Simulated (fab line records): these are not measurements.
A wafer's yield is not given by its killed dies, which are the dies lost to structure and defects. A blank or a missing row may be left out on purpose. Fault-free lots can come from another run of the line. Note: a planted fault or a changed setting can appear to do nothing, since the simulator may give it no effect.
Matching of chambers :: flow gf180mcu :: GF_V5_CMP_04 on cmp-02: 4 sister chambers
The step polishes SiO2. 24 wafers are shown with their chamber, then 11 later ones without.

== WAFERS, EACH WITH ITS CHAMBER ==
wafer: L584.1
chamber: 1
motorCurrentA (A): 11.8
edgeZonePressureFrac: 0.994
retainingRingPressureFrac: 0.991

wafer: L584.2
chamber: 0
motorCurrentA (A): 13.4
edgeZonePressureFrac: 0.998
retainingRingPressureFrac: 0.995

wafer: L584.6
chamber: 0
motorCurrentA (A): 14.4
edgeZonePressureFrac: 1.001
retainingRingPressureFrac: 0.999

wafer: L586.2
chamber: 0
motorCurrentA (A): 14.5
edgeZonePressureFrac: 1.005
retainingRingPressureFrac: 1.003

wafer: L586.3
chamber: 1
motorCurrentA (A): 12.1
edgeZonePressureFrac: 1.001
retainingRingPressureFrac: 1.005

wafer: L586.6
chamber: 3
motorCurrentA (A): 12.1
edgeZonePressureFrac: 0.997
retainingRingPressureFrac: 1.002

wafer: L587.1
chamber: 2
motorCurrentA (A): 11.1
edgeZonePressureFrac: 0.996
retainingRingPressureFrac: 1.002

wafer: L587.3
chamber: 0
motorCurrentA (A): 13.6
edgeZonePressureFrac: 1.007
retainingRingPressureFrac: 1.004

wafer: L587.6
chamber: 3
motorCurrentA (A): 12.7
edgeZonePressureFrac: 1.002
retainingRingPressureFrac: 0.993

wafer: L588.1
chamber: 3
motorCurrentA (A): 12.3
edgeZonePressureFrac: 1.003
retainingRingPressureFrac: 1.001

wafer: L588.4
chamber: 1
motorCurrentA (A): 11.1
edgeZonePressureFrac: 0.996
retainingRingPressureFrac: 0.999

wafer: L588.6
chamber: 2
motorCurrentA (A): 11.8
edgeZonePressureFrac: 0.998
retainingRingPressureFrac: 1.005

wafer: L589.1
chamber: 3
motorCurrentA (A): 12.3
edgeZonePressureFrac: 0.999
retainingRingPressureFrac: 1.008

wafer: L589.3
chamber: 2
motorCurrentA (A): 12.2
edgeZonePressureFrac: 0.996
retainingRingPressureFrac: 0.998

wafer: L589.6
chamber: 1
motorCurrentA (A): 10.7
edgeZonePressureFrac: 1.007
retainingRingPressureFrac: 0.997

wafer: L590.2
chamber: 2
motorCurrentA (A): 11.2
edgeZonePressureFrac: 1.005
retainingRingPressureFrac: 0.998

wafer: L590.3
chamber: 3
motorCurrentA (A): 12.9
edgeZonePressureFrac: 0.997
retainingRingPressureFrac: 1.006

wafer: L600.2
chamber: 1
motorCurrentA (A): 11.0
edgeZonePressureFrac: 1.009
retainingRingPressureFrac: 1.003

wafer: L600.4
chamber: 0
motorCurrentA (A): 13.3
edgeZonePressureFrac: 0.998
retainingRingPressureFrac: 0.998

wafer: L600.5
chamber: 1
motorCurrentA (A): 11.3
edgeZonePressureFrac: 1.006
retainingRingPressureFrac: 0.993

wafer: L602.3
chamber: 3
motorCurrentA (A): 12.3
edgeZonePressureFrac: 0.997
retainingRingPressureFrac: 0.991

wafer: L602.4
chamber: 0
motorCurrentA (A): 14.9
edgeZonePressureFrac: 0.995
retainingRingPressureFrac: 0.995

wafer: L602.5
chamber: 3
motorCurrentA (A): 12.9
edgeZonePressureFrac: 1.002
retainingRingPressureFrac: 1.003

wafer: L603.1
chamber: 0
motorCurrentA (A): 14.4
edgeZonePressureFrac: 1.004
retainingRingPressureFrac: 1.002

SIGNATURES, as means of the wafers listed above
reading: motorCurrentA
chamber 0: 14.071
chamber 1: 11.333
chamber 2: 11.575
chamber 3: 12.500
scatter within a chamber: 0.509

reading: edgeZonePressureFrac
chamber 0: 1.00114
chamber 1: 1.00217
chamber 2: 0.99875
chamber 3: 0.99957
scatter within a chamber: 0.0045

reading: retainingRingPressureFrac
chamber 0: 0.99943
chamber 1: 0.99800
chamber 2: 1.00075
chamber 3: 1.00057
scatter within a chamber: 0.00504
Rule: for a wafer and a chamber, the distance is found by dividing, reading by reading, the gap between the wafer's reading and the chamber's mean by the reading's scatter, squaring, summing and taking the root. The wafer belongs to the nearest chamber; if the next one is less than 2 further off, it can't be placed. The scatter: take each reading less its chamber's mean, square it, sum over the shown wafers, divide by the number of wafers less the number of chambers, and take the root.

== WAFERS WHOSE CHAMBER IS MISSING ==
wafer: L603.2
motorCurrentA (A): 10.8
edgeZonePressureFrac: 1.004
retainingRingPressureFrac: 1.001

wafer: L603.5
motorCurrentA (A): 11.7
edgeZonePressureFrac: 1.005
retainingRingPressureFrac: 1.001

wafer: L605.1
motorCurrentA (A): 14.0
edgeZonePressureFrac: 0.994
retainingRingPressureFrac: 1.001

wafer: L605.3
motorCurrentA (A): 12.6
edgeZonePressureFrac: 0.997
retainingRingPressureFrac: 1.000

wafer: L605.5
motorCurrentA (A): 14.6
edgeZonePressureFrac: 0.997
retainingRingPressureFrac: 1.006

wafer: L606.1
motorCurrentA (A): 14.0
edgeZonePressureFrac: 1.002
retainingRingPressureFrac: 1.002

wafer: L606.4
motorCurrentA (A): 11.3
edgeZonePressureFrac: 0.991
retainingRingPressureFrac: 0.995

wafer: L606.5
motorCurrentA (A): 11.5
edgeZonePressureFrac: 0.995
retainingRingPressureFrac: 0.991

wafer: L607.2
motorCurrentA (A): 12.2
edgeZonePressureFrac: 0.998
retainingRingPressureFrac: 1.004

wafer: L607.5
motorCurrentA (A): 11.2
edgeZonePressureFrac: 0.993
retainingRingPressureFrac: 0.985

wafer: L607.6
motorCurrentA (A): 12.7
edgeZonePressureFrac: 0.998
retainingRingPressureFrac: 1.007

== WHICH CHAMBER EACH ONE RAN IN ==
wafer: L603.2
from the rows above: can't be placed: 1 or 2
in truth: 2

wafer: L603.5
from the rows above: can't be placed: 1 or 2 or 3
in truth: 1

wafer: L605.1
from the rows above: can't be placed: 0 or 3
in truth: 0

wafer: L605.3
from the rows above: can't be placed: 3 or 2
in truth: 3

wafer: L605.5
from the rows above: 0
in truth: 0

wafer: L606.1
from the rows above: 0
in truth: 0

wafer: L606.4
from the rows above: can't be placed: 2 or 1 or 3
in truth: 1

wafer: L606.5
from the rows above: can't be placed: 2 or 1 or 3
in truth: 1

wafer: L607.2
from the rows above: can't be placed: 3 or 2 or 1
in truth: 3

wafer: L607.5
from the rows above: can't be placed: 1 or 2 or 3
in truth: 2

wafer: L607.6
from the rows above: can't be placed: 3 or 2 or 0 or 1
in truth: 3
Correctly placed: 2 of 11. Not placeable from these rows: 9 (in 9, the candidates include the true chamber). Number placed wrongly: 0.
